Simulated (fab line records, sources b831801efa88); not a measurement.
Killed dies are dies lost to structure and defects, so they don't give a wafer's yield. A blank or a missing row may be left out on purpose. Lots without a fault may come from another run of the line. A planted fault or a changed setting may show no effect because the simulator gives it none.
fab line records | flow sky130
record lots=10 wafers=30 last_day=50
route steps=708 shown CONTACT@423 METAL1@437 VIA1@461 PAD_OPEN@708
lots that met no fault: from a run of the same line without faults
start_h: hours from the record's first day to the start of the lot's first wafer shown | wait_h: hours since the lot's step before | " the same as in the row above | L1.1+2: a row that stands for several wafers | - no value, or no start given | * or withheld: withheld | < > ~ a bound
route shown NAME@n: a module of which the file shows steps, and the number in the route of the first | usual: mean/standard deviation of fault-free wafers | same: alike in all rows | chamber/n: place in a boat | sites: the reading at each site | _std_site: their standard deviation | _edge_site: outer sites' mean less inner sites' | radius_mm: how far each site lies from the wafer's centre | mask NAME#n: copy n | behind: the tool/chamber that last shaped the wafer | hold: why the lot was held/for how many hours/how that ended | device: the transistor (n, p or np) that didn't switch | end of line: the same wafers' tests at the end of the route | a step without rows: its recipe alone | killed: dies lost to structure and defects at the first sort, not the wafer's yield | map: a wafer's dies, x killed, . not, _ none there
set.NAME: the setting as run; set.NAME@STEP: as run at that earlier step | model.NAME: the simulator's own value behind a step, which no gauge read
steps of the route over a sample of lots; a table a step, a row a wafer
services: from which hour (start_h, from the record's first day; less than 0 if before it) a tool's chamber was out of use, for how many hours, and why
## steps
# step SKY_CONTACT_ETCH_17
# recipe target=SiO2 chemistry=C4F8/O2/Ar stop_on=Si3N4 mask_material=KrF-thick source_w=1500 bias_w=1200 pressure_mtorr=40 c4f8_flow_sccm=withheld O2_flow_sccm=6 Ar_flow_sccm=300 time_s=withheld target_depth_a=3400
# usual bias_w=1200/3.3 chamber_pressure_mTorr=40.01/0.035 oes_product_au=0.891/0.0048
# columns lot.wafer tool chamber start_h wait_h bias_w chamber_pressure_mTorr oes_product_au
L130.1 rie_diel-01 1 749.43 0.0 1200 40.02 0.886
L130.2 " 0 " " 1196 40.01 0.888
L130.6 " 1 " " 1196 40.02 0.888
L132.3 rie_diel-03 3 770.04 0.0 1199 39.98 0.892
L132.5 " 1 " " 1198 40.00 0.895
L132.6 " 0 " " 1198 40.04 0.887
L131.4 rie_diel-01 3 775.53 0.0 1202 40.03 0.902
L131.5 " 3 " " 1195 39.94 0.895
L131.6 " 0 " " 1196 40.04 0.888
L134.1 rie_diel-02 3 783.89 0.0 1201 39.99 0.888
L134.4 " 0 " " 1198 40.01 0.889
L134.6 " 3 " " 1198 40.01 0.899
L135.1 rie_diel-02 3 792.18 0.0 1201 39.92 0.887
L135.2 " 0 " " 1202 40.02 0.891
L135.5 " 2 " " 1193 39.96 0.897
L136.2 rie_diel-02 0 802.43 0.0 1201 39.99 0.894
L136.4 " 3 " " 1205 40.05 0.881
L136.6 " 0 " " 1198 40.05 0.888
L142.1 rie_diel-01 1 848.27 0.0 1196 40.10 0.897
L142.4 " 1 " " 1199 40.03 0.895
L142.6 " 1 " " 1197 40.00 0.886
L150.2 rie_diel-02 1 900.84 0.0 1204 39.98 0.890
L150.3 " 3 " " 1202 40.01 0.900
L150.4 " 0 " " 1199 40.03 0.888
L151.1 rie_diel-03 1 905.05 0.0 1198 40.00 0.896
L151.2 " 3 " " 1201 39.98 0.895
L151.3 " 0 " " 1201 40.01 0.890
L152.3 rie_diel-01 0 920.59 0.0 1201 40.03 0.894
L152.4 " 3 " " 1202 40.00 0.887
L152.5 " 3 " " 1203 40.01 0.881
# step SKY_METAL1_SPUTTER_03
# recipe material=Ti target_thk_nm=5 power_w=3000 time_s=3.3 chamber_pressure_pa=0.4
# usual throttle_valve_pct=29.9/0.91
# columns lot.wafer tool chamber start_h wait_h throttle_valve_pct
L130.1 pvd_sputter-04 - 750.85 0.0 29.4
L130.2 " - " " 29.0
L130.6 " - " " 29.3
L132.3 pvd_sputter-02 - 771.45 0.0 30.7
L132.5 " - " " 30.7
L132.6 " - " " 30.0
L131.4 pvd_sputter-04 - 777.06 0.0 29.6
L131.5 " - " " 28.8
L131.6 " - " " 29.3
L134.1 pvd_sputter-03 - 785.47 0.0 29.0
L134.4 " - " " 28.2
L134.6 " - " " 29.1
L135.1 pvd_sputter-02 - 793.63 0.0 29.4
L135.2 " - " " 31.3
L135.5 " - " " 30.1
L136.2 pvd_sputter-04 - 803.85 0.0 29.5
L136.4 " - " " 28.8
L136.6 " - " " 30.0
L142.1 pvd_sputter-04 - 849.72 0.0 29.5
L142.4 " - " " 30.1
L142.6 " - " " 29.7
L150.2 pvd_sputter-04 - 902.25 0.0 29.5
L150.3 " - " " 28.9
L150.4 " - " " 29.2
L151.1 pvd_sputter-04 - 906.47 0.0 29.2
L151.2 " - " " 29.8
L151.3 " - " " 28.9
L152.3 pvd_sputter-02 - 922.00 0.0 31.2
L152.4 " - " " 30.8
L152.5 " - " " 31.3
# step SKY_METAL1_METAL_ETCH_19
# recipe target_depth_a=3600 stop_on=SiO2 over_etch_frac=0.3 time_s=78 chemistry=Cl2/BCl3 resist_sidewall_deg=88 pressure_mtorr=10 icp_w=900 bias_w=48.5 Cl2_flow_sccm=60 bcl3_flow_sccm=30
# usual bcl3_flow_sccm=30.01/0.083 bias_w=48.51/0.13 drypump_motor_current_A=5.9/0.38 oes_product_au=0.856/0.0067 throttle_valve_pct=22.265/0.0094
# columns lot.wafer tool chamber start_h wait_h bcl3_flow_sccm bias_w drypump_motor_current_A oes_product_au rf_hours_counter_h throttle_valve_pct
L130.1 rie_metal-04 1 777.33 0.0 30.17 48.46 5.4 0.858 12 22.268
L130.2 " 0 " " 30.10 48.64 6.4 0.853 11 22.254
L130.6 " 1 " " 30.05 48.43 5.4 0.856 - 22.267
L132.3 rie_metal-04 1 796.21 0.1 30.03 48.49 5.4 0.844 - 22.248
L132.5 " 1 " " 29.93 48.55 5.3 0.855 - 22.266
L132.6 " 0 " " 30.05 48.32 6.4 0.847 - 22.265
L131.4 rie_metal-03 0 802.22 0.1 30.14 48.59 5.6 0.860 - 22.260
L131.5 " 1 " " 30.11 48.52 6.0 0.851 - 22.269
L131.6 " 0 " " 30.14 48.46 5.6 0.848 - 22.260
L134.1 rie_metal-01 1 809.64 0.0 29.91 48.41 5.9 0.852 12 22.291
L134.4 " 1 " " 29.94 48.47 5.9 0.852 - 22.276
L134.6 " 0 " " 29.99 48.49 6.0 0.849 - 22.260
L135.1 rie_metal-04 0 817.76 0.0 29.98 48.49 6.4 0.862 12 22.260
L135.2 " 1 " " 30.04 48.21 5.4 0.845 13 22.264
L135.5 " 1 " " 30.07 48.52 5.4 0.851 - 22.276
L136.2 rie_metal-01 1 827.63 0.0 29.89 48.61 5.9 0.863 13 22.262
L136.4 " 1 " " 29.98 48.61 5.9 0.862 - 22.269
L136.6 " 0 " " 29.85 48.41 6.0 0.854 - 22.252
L142.1 rie_metal-04 1 876.08 0.0 30.04 48.43 5.4 0.856 15 22.264
L142.4 " 0 " " 30.00 48.60 6.3 0.860 - 22.254
L142.6 " 1 " " 30.21 48.58 5.4 0.866 - 22.251
L150.2 rie_metal-04 1 927.14 0.0 - - - - - -
L150.3 " 1 " " - - - - - -
L150.4 " 0 " " - - - - - -
L151.1 rie_metal-04 1 932.29 0.1 - - - - - -
L151.2 " 1 " " - - - - - -
L151.3 " 1 " " - - - - - -
L152.3 rie_metal-04 1 947.75 0.1 29.96 48.53 5.4 0.864 - 22.265
L152.4 " 1 " " 29.91 48.53 5.4 0.858 - 22.261
L152.5 " 1 " " 29.94 48.66 5.3 0.859 - 22.266
# step SKY_METAL1_STRIP_20
# recipe chemistry=O2/N2 power_w=1400 pressure_mtorr=1500 platen_temp_c=withheld o2_flow_sccm=3000 n2_flow_sccm=300 overash_fraction=0.5
# usual drypump_motor_current_A=5.8/0.53 oes_product_au=0.343/0.0055 strip_time_to_endpoint_s=2.69/0.083
# columns lot.wafer tool chamber start_h wait_h drypump_motor_current_A oes_product_au rf_hours_counter_h strip_time_to_endpoint_s
L130.1 plasma_asher-03 0 777.42 0.1 6.2 0.347 66 2.72
L130.2 " 1 " " 6.2 0.338 66 2.58
L130.6 " 1 " " 6.2 0.342 - 2.74
L132.3 plasma_asher-03 1 796.30 0.1 6.2 0.352 - 2.78
L132.5 " 1 " " 6.3 0.344 - 2.73
L132.6 " 0 " " 6.2 0.343 - 2.63
L131.4 plasma_asher-04 1 802.32 0.1 4.9 0.345 - 2.65
L131.5 " 0 " " 5.6 0.347 - 2.77
L131.6 " 1 " " 4.9 0.344 - 2.62
L134.1 plasma_asher-03 0 809.73 0.1 6.2 0.341 69 2.75
L134.4 " 1 " " 6.2 0.346 - 2.70
L134.6 " 1 " " 6.2 0.346 - 2.70
L135.1 plasma_asher-04 1 817.85 0.1 4.9 0.341 39 2.63
L135.2 " 0 " " 5.6 0.348 39 2.75
L135.5 " 1 " " 4.9 0.340 - 2.73
L136.2 plasma_asher-03 0 827.72 0.1 6.2 0.340 71 2.64
L136.4 " 1 " " 6.2 0.339 - 2.66
L136.6 " 0 " " 6.2 0.337 - 2.67
L142.1 plasma_asher-03 1 876.17 0.1 6.2 0.344 78 2.80
L142.4 " 0 " " 6.2 0.334 - 2.62
L142.6 " 0 " " 6.2 0.346 - 2.77
L150.2 plasma_asher-04 0 927.23 0.1 5.6 0.455 50 5.25
L150.3 " 0 " " 5.6 0.446 - 5.24
L150.4 " 1 " " 4.9 0.440 - 5.23
L151.1 plasma_asher-04 1 932.54 0.2 4.9 0.455 50 5.21
L151.2 " 0 " " 5.6 0.441 50 5.21
L151.3 " 1 " " 4.9 0.447 - 5.23
L152.3 plasma_asher-04 1 947.90 0.1 4.9 0.343 - 2.84
L152.4 " 0 " " 5.6 0.352 - 2.89
L152.5 " 0 " " 5.6 0.348 - 2.84
# step SKY_VIA1_BOW_MEAS_03
# recipe mode=bow
# usual VIA1_BOW=81/7.4
# columns lot.wafer tool chamber start_h wait_h VIA1_BOW[um]
L130.1 film_metro-01 - 778.60 0.1 97
L130.2 " - " " 105
L130.6 " - " " 82
L132.3 film_metro-01 - 797.38 0.1 74
L132.5 " - " " 83
L132.6 " - " " 83
L131.4 film_metro-02 - 803.45 0.3 83
L131.5 " - " " 75
L131.6 " - " " 61
L134.1 film_metro-01 - 810.84 0.1 87
L134.4 " - " " 75
L134.6 " - " " 98
L135.1 film_metro-02 - 819.07 0.2 69
L135.2 " - " " 75
L135.5 " - " " 71
L136.2 film_metro-04 - 828.86 0.2 89
L136.4 " - " " 80
L136.6 " - " " 90
L142.1 film_metro-02 - 877.24 0.2 73
L142.4 " - " " 84
L142.6 " - " " 83
L152.3 film_metro-04 - 948.99 0.3 85
L152.4 " - " " 72
L152.5 " - " " 84
# step SKY_PAD_OPEN_PROBE_99
# usual defect_limited_yield=82.8/2 killed_at_M0_to_M3=43/7.8 killed_at_M4_up=3.2/1.9 killed_at_contacts=24/5 killed_at_front_end=14/4.5 killed_at_other=0.2/0.41 killed_dies=84/9.6 killed_on_rim=17/3.8 killed_open=47/6.9 killed_short=38/6 sort_bin_3_pad_short=0.8/0.43 sort_bin_5_function=10.1/1.4 sort_bin_6_memory=6.3/1.1 sort_n_pass=408/9.6 sort_yield_pct=82.8/2
# same gross_dies=492 killed_at_back_side=0 sort_bin_4_leakage[%]=0 sort_bin_8_speed[%]=0
# columns lot.wafer tool chamber start_h wait_h hold defect_limited_yield[%] killed_at_M0_to_M3 killed_at_M4_up killed_at_contacts killed_at_front_end killed_at_other killed_dies killed_on_rim killed_open killed_short sort_bin_3_pad_short[%] sort_bin_5_function[%] sort_bin_6_memory[%] sort_n_pass sort_yield_pct[%]
L130.1 prober-01 - 1080.30 0.1 - 83.9 41 1 25 12 0 79 17 44 35 1.0 10.2 4.9 413 83.9
L130.2 prober-01 - 1080.35 0.1 - 82.5 45 6 26 9 0 86 20 50 36 0.4 10.2 6.9 406 82.5
L130.6 prober-01 - 1080.55 0.2 - 83.1 41 5 23 14 0 83 16 48 35 1.2 10.4 5.3 409 83.1
L132.3 prober-02 - 1097.05 0.2 - 82.3 50 3 26 8 0 87 18 48 39 0.8 9.6 7.3 405 82.3
L132.5 prober-02 - 1097.15 0.2 - 82.3 38 4 30 15 0 87 16 50 37 0.8 10.2 6.7 405 82.3
L132.6 prober-02 - 1097.20 0.2 - 82.5 39 3 29 14 1 86 14 38 48 1.4 10.0 6.1 406 82.5
L131.4 prober-01 - 1105.37 0.2 - 80.9 54 3 18 19 0 94 24 47 47 1.4 11.8 5.9 398 80.9
L131.5 prober-01 - 1105.42 0.2 - 82.9 32 9 31 12 0 84 18 49 35 1.0 9.8 6.3 408 82.9
L131.6 prober-01 - 1105.47 0.2 - 83.3 39 6 18 19 0 82 12 52 30 0.8 8.7 7.1 410 83.3
L134.1 prober-01 - 1110.21 0.1 - 84.6 28 3 24 21 0 76 10 43 33 0.6 8.3 6.5 416 84.6
L134.4 prober-01 - 1110.36 0.2 - 82.7 43 3 26 13 0 85 26 48 37 0.6 9.6 7.1 407 82.7
L134.6 prober-01 - 1110.46 0.2 - 83.7 32 0 33 14 1 80 16 51 29 0.4 9.6 6.3 412 83.7
L135.1 prober-02 - 1117.11 0.1 - 83.7 40 7 22 10 1 80 19 41 39 0.8 8.1 7.3 412 83.7
L135.2 prober-02 - 1117.16 0.1 - 82.9 42 5 23 14 0 84 19 47 37 0.8 12.0 4.3 408 82.9
L135.5 prober-02 - 1117.31 0.2 - 84.3 32 3 23 18 1 77 20 38 39 0.8 11.6 3.3 415 84.3
L136.2 prober-01 - 1124.20 0.1 - 78.7 56 4 30 14 1 105 23 62 43 0.8 12.8 7.7 387 78.7
L136.4 prober-01 - 1124.30 0.2 - 80.1 38 3 35 21 1 98 15 56 42 1.0 12.2 6.7 394 80.1
L136.6 prober-01 - 1124.40 0.2 - 80.3 53 5 24 14 1 97 21 52 44 0.8 12.4 6.5 395 80.3
L142.1 prober-01 - 1158.91 0.1 - 78.9 46 3 26 29 0 104 18 49 55 0.8 14.4 5.9 388 78.9
L142.4 prober-01 - 1159.06 0.2 - 83.3 47 0 25 10 0 82 12 49 33 0.8 9.1 6.7 410 83.3
L142.6 prober-01 - 1159.16 0.2 - 82.9 37 2 30 15 0 84 21 51 33 1.0 8.7 7.3 408 82.9
L150.2 prober-01 - 1195.40 0.1 await_dispo/2.9h/scrap 0 449 0 26 17 0 492 96 49 43 0.8 90.7 8.5 0 0
L150.3 prober-01 - 1195.45 0.2 await_dispo/2.9h/scrap 0 452 5 25 10 0 492 96 41 55 1.0 92.9 6.1 0 0
L150.4 prober-01 - 1195.50 0.2 await_dispo/2.9h/scrap 0 444 3 27 18 0 492 96 43 42 0.8 93.1 6.1 0 0
L151.1 prober-01 - 1196.36 0.1 await_dispo/8.4h/scrap 0 446 4 27 15 0 492 96 55 38 1.0 91.7 7.3 0 0
L151.2 prober-01 - 1196.41 0.1 await_dispo/8.4h/scrap 0 461 1 22 8 0 492 96 47 22 0 94.3 5.7 0 0
L151.3 prober-01 - 1196.46 0.2 await_dispo/8.4h/scrap 0 441 5 30 16 0 492 96 55 35 0.4 91.3 8.3 0 0
L152.3 prober-01 - 1207.66 0.2 - 81.7 49 6 24 11 0 90 19 46 44 1.8 10.6 5.9 402 81.7
L152.4 prober-01 - 1207.71 0.2 - 82.9 55 1 17 11 0 84 12 49 35 0.8 10.8 5.5 408 82.9
L152.5 prober-01 - 1207.76 0.2 - 84.6 38 3 23 12 0 76 21 38 38 0.8 8.7 5.9 416 84.6
# killed by level:class
L130.1 VIA3:geometric_particle:open=10 CONTACT:geometric_particle:short=9 VIA2:geometric_particle:open=8 VIA1:geometric_particle:open=8 CONTACT:geometric_particle:open=7 LI_CONTACT:geometric_particle:open=6 METAL2:geometric_particle:short=4 METAL3:geometric_particle:short=4
L130.2 CONTACT:geometric_particle:open=11 VIA1:geometric_particle:open=9 LI_CONTACT:geometric_particle:open=7 METAL1:geometric_particle:short=7 VIA3:geometric_particle:open=7 METAL2:geometric_particle:short=6 VIA2:geometric_particle:open=6 VIA3:geometric_particle:short=5
L130.6 CONTACT:geometric_particle:open=9 VIA1:geometric_particle:open=8 LI_CONTACT:geometric_particle:open=7 VIA2:geometric_particle:open=7 METAL2:geometric_particle:short=7 CONTACT:geometric_particle:short=5 VIA3:geometric_particle:open=5 FIELD_ISO:geometric_particle:short=3
L132.3 VIA1:geometric_particle:open=11 CONTACT:geometric_particle:open=9 VIA3:geometric_particle:open=8 VIA2:geometric_particle:open=7 LOCAL_INTERCONNECT:geometric_particle:short=6 LI_CONTACT:geometric_particle:open=5 METAL1:geometric_particle:short=5 VIA3:geometric_particle:short=5
L132.5 VIA1:geometric_particle:open=10 LI_CONTACT:geometric_particle:open=8 CONTACT:geometric_particle:open=7 VIA3:geometric_particle:open=7 POLY_GATE:geometric_particle:open=6 POLY_GATE:geometric_particle:short=4 LI_CONTACT:geometric_particle:short=4 LOCAL_INTERCONNECT:geometric_particle:short=4
L132.6 LI_CONTACT:geometric_particle:short=7 CONTACT:geometric_particle:open=7 VIA3:geometric_particle:open=7 LOCAL_INTERCONNECT:geometric_particle:short=6 METAL1:geometric_particle:short=6 VIA1:geometric_particle:open=6 LI_CONTACT:geometric_particle:open=5 VIA3:geometric_particle:short=5
L131.4 VIA1:geometric_particle:short=10 VIA2:geometric_particle:open=9 VIA1:geometric_particle:open=9 METAL1:geometric_particle:short=7 FIELD_ISO:geometric_particle:open=5 POLY_GATE:geometric_particle:short=5 LI_CONTACT:geometric_particle:short=5 CONTACT:geometric_particle:open=5
L131.5 CONTACT:geometric_particle:open=10 LI_CONTACT:geometric_particle:open=9 VIA1:geometric_particle:open=8 METAL4:geometric_particle:short=8 METAL2:geometric_particle:short=7 FIELD_ISO:geometric_particle:short=4 LOCAL_INTERCONNECT:geometric_particle:short=4 CONTACT:geometric_particle:short=4
L131.6 CONTACT:geometric_particle:open=10 VIA1:geometric_particle:open=9 VIA2:geometric_particle:open=8 FIELD_ISO:geometric_particle:open=6 METAL2:geometric_particle:short=6 POLY_GATE:geometric_particle:open=4 VIA3:geometric_particle:open=4 POLY_GATE:geometric_particle:short=3
L134.1 POLY_GATE:geometric_particle:open=9 CONTACT:geometric_particle:open=9 METAL2:geometric_particle:short=8 LOCAL_INTERCONNECT:geometric_particle:short=5 VIA1:geometric_particle:open=5 FIELD_ISO:geometric_particle:open=4 LI_CONTACT:geometric_particle:open=4 CONTACT:geometric_particle:short=3
L134.4 CONTACT:geometric_particle:open=11 METAL2:geometric_particle:short=7 VIA1:geometric_particle:open=7 VIA2:geometric_particle:short=6 VIA2:geometric_particle:open=5 VIA3:geometric_particle:open=5 CONTACT:geometric_particle:short=4 LI_CONTACT:geometric_particle:open=4
L134.6 VIA1:geometric_particle:open=11 CONTACT:geometric_particle:open=10 LI_CONTACT:geometric_particle:open=8 VIA3:geometric_particle:open=7 CONTACT:geometric_particle:short=6 FIELD_ISO:geometric_particle:open=4 POLY_GATE:geometric_particle:short=4 LOCAL_INTERCONNECT:geometric_particle:short=4
L135.1 VIA2:geometric_particle:open=7 LI_CONTACT:geometric_particle:open=6 CONTACT:geometric_particle:open=5 VIA3:geometric_particle:open=5 VIA1:geometric_particle:open=5 METAL4:geometric_particle:short=5 LOCAL_INTERCONNECT:geometric_particle:short=4 VIA1:geometric_particle:short=4
L135.2 VIA1:geometric_particle:open=11 VIA3:geometric_particle:open=8 CONTACT:geometric_particle:open=7 LOCAL_INTERCONNECT:geometric_particle:short=6 CONTACT:geometric_particle:short=6 METAL1:geometric_particle:short=6 VIA2:geometric_particle:open=6 POLY_GATE:geometric_particle:open=5
L135.5 CONTACT:geometric_particle:open=7 FIELD_ISO:geometric_particle:short=6 VIA1:geometric_particle:open=6 POLY_GATE:geometric_particle:open=5 VIA3:geometric_particle:open=5 CONTACT:geometric_particle:short=5 METAL1:geometric_particle:short=5 LOCAL_INTERCONNECT:geometric_particle:short=4
L136.2 VIA1:geometric_particle:open=15 CONTACT:geometric_particle:open=10 VIA2:geometric_particle:open=9 METAL1:geometric_particle:short=7 LI_CONTACT:geometric_particle:open=6 VIA3:geometric_particle:open=6 VIA1:geometric_particle:short=6 LOCAL_INTERCONNECT:geometric_particle:short=5
L136.4 CONTACT:geometric_particle:open=15 VIA1:geometric_particle:open=10 LI_CONTACT:geometric_particle:open=8 VIA1:geometric_particle:short=7 POLY_GATE:geometric_particle:open=6 FIELD_ISO:geometric_particle:short=5 POLY_GATE:geometric_particle:short=5 LI_CONTACT:geometric_particle:short=5
L136.6 VIA1:geometric_particle:open=11 CONTACT:geometric_particle:open=10 VIA2:geometric_particle:open=8 METAL2:geometric_particle:short=7 VIA2:geometric_particle:short=6 METAL1:geometric_particle:short=5 VIA1:geometric_particle:short=4 POLY_GATE:geometric_particle:open=4
L142.1 CONTACT:geometric_particle:open=12 METAL1:geometric_particle:short=11 FIELD_ISO:geometric_particle:short=9 FIELD_ISO:geometric_particle:open=7 LI_CONTACT:geometric_particle:open=7 METAL2:geometric_particle:open=5 POLY_GATE:geometric_particle:short=5 VIA1:geometric_particle:short=5
L142.4 LI_CONTACT:geometric_particle:open=11 VIA3:geometric_particle:open=10 VIA1:geometric_particle:open=10 CONTACT:geometric_particle:open=7 METAL2:geometric_particle:short=5 METAL1:geometric_particle:short=4 VIA1:geometric_particle:short=4 VIA2:geometric_particle:short=4
L142.6 LI_CONTACT:geometric_particle:open=10 CONTACT:geometric_particle:open=10 VIA1:geometric_particle:open=9 CONTACT:geometric_particle:short=7 VIA2:geometric_particle:open=6 POLY_GATE:geometric_particle:open=5 VIA2:geometric_particle:short=5 METAL2:geometric_particle:short=4
L150.2 METAL1:area_etch=400 METAL2:geometric_particle:short=9 VIA3:geometric_particle:open=9 LI_CONTACT:geometric_particle:open=7 VIA1:geometric_particle:open=7 FIELD_ISO:geometric_particle:open=6 LOCAL_INTERCONNECT:geometric_particle:short=6 CONTACT:geometric_particle:short=5
L150.3 METAL1:area_etch=396 VIA1:geometric_particle:open=14 LOCAL_INTERCONNECT:geometric_particle:short=9 VIA1:geometric_particle:short=7 METAL3:geometric_particle:short=7 METAL2:geometric_particle:short=6 VIA2:geometric_particle:open=6 CONTACT:geometric_particle:short=5
L150.4 METAL1:area_etch=407 LI_CONTACT:geometric_particle:open=11 VIA1:geometric_particle:short=7 METAL2:geometric_particle:short=7 VIA2:geometric_particle:open=7 LOCAL_INTERCONNECT:geometric_particle:short=6 VIA1:geometric_particle:open=6 POLY_GATE:geometric_particle:open=5
L151.1 METAL1:area_etch=399 VIA1:geometric_particle:open=10 CONTACT:geometric_particle:open=8 VIA2:geometric_particle:open=8 VIA3:geometric_particle:open=7 FIELD_ISO:geometric_particle:open=6 LI_CONTACT:geometric_particle:open=6 CONTACT:geometric_particle:short=5
L151.2 METAL1:area_etch=423 VIA1:geometric_particle:open=14 CONTACT:geometric_particle:open=7 LI_CONTACT:geometric_particle:open=6 VIA2:geometric_particle:open=6 VIA3:geometric_particle:open=4 CONTACT:geometric_particle:short=4 VIA1:geometric_particle:short=4
L151.3 METAL1:area_etch=402 VIA1:geometric_particle:open=13 CONTACT:geometric_particle:open=11 LI_CONTACT:geometric_particle:open=8 VIA1:geometric_particle:short=7 METAL1:geometric_particle:short=5 FIELD_ISO:geometric_particle:open=4 POLY_GATE:geometric_particle:open=4
L152.3 VIA1:geometric_particle:open=12 CONTACT:geometric_particle:open=9 VIA2:geometric_particle:open=8 CONTACT:geometric_particle:short=6 METAL2:geometric_particle:short=5 LOCAL_INTERCONNECT:geometric_particle:short=5 POLY_GATE:geometric_particle:short=4 METAL1:geometric_particle:short=4
L152.4 VIA1:geometric_particle:open=16 VIA2:geometric_particle:open=12 VIA1:geometric_particle:short=8 METAL1:geometric_particle:short=5 CONTACT:geometric_particle:open=5 METAL3:geometric_particle:short=4 LI_CONTACT:geometric_particle:open=4 VIA2:geometric_particle:short=4
L152.5 LI_CONTACT:geometric_particle:open=7 VIA3:geometric_particle:open=6 VIA1:geometric_particle:open=6 FIELD_ISO:geometric_particle:short=5 LOCAL_INTERCONNECT:geometric_particle:short=5 CONTACT:geometric_particle:open=5 METAL1:geometric_particle:short=5 VIA1:geometric_particle:short=5
## services
# columns tool chamber start_h hours kind
rie_diel-02 - 725.96 0.5 repair
rie_diel-03 - 733.45 0.9 repair
pvd_sputter-02 - 742.50 17.1 repair
pvd_sputter-02 - 751.51 2.5 repair
pvd_sputter-04 - 767.82 3.7 repair
rie_diel-02 1 769.06 130.0 repair
pvd_sputter-04 - 771.01 2.0 repair
rie_metal-01 - 786.64 0.2 repair
pvd_sputter-04 - 793.38 1.8 repair
pvd_sputter-02 - 793.71 5.4 repair
pvd_sputter-02 - 797.55 25.6 repair
rie_diel-01 0 806.70 5.4 repair
rie_diel-02 - 818.36 2.8 pm
rie_diel-02 - 827.24 14.6 pm
rie_diel-01 2 839.34 49.8 repair
plasma_asher-04 - 854.42 21.9 repair
rie_diel-02 - 864.72 0.3 repair
rie_diel-02 0 868.22 10.3 repair
pvd_sputter-02 - 871.33 5.8 repair
rie_diel-02 2 882.95 8.6 repair
plasma_asher-03 - 884.50 0.3 repair
rie_diel-02 0 889.35 3.4 repair
pvd_sputter-04 - 923.37 1.8 repair
plasma_asher-03 - 930.92 2.9 repair
## key
first_sign step=SKY_METAL1_METAL_ETCH_19 reading=tool_record direction=missing
effect step=SKY_METAL1_STRIP_20 reading=strip_time_to_endpoint_s direction=up sigmas=31 usual=* struck=*
effect step=SKY_PAD_OPEN_PROBE_99 reading=sort_bin_5_function direction=up sigmas=58 usual=10.1 struck=92.3
more_kills_born_at SKY_METAL1_METAL_ETCH_19@rie_metal-04=2427
met_at SKY_METAL1_METAL_ETCH_19
struck_lots L150,L151
later_rows_left_out L150.2,L150.3,L150.4,L151.1,L151.2,L151.3
not_acting_at SKY_CONTACT_ETCH_17,SKY_METAL1_SPUTTER_03,SKY_VIA1_BOW_MEAS_03
onset_between 876.08 927.14
fault kind=skipped_step_whole tool=rie_metal-04 chamber=- onset_h=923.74 steps=SKY_METAL1_METAL_ETCH_19 scope=struck_lots_only
# later_rows_left_out: the simulator's readings of these wafers behind a module that went badly wrong aren't trusted and aren't shown, but for the sort
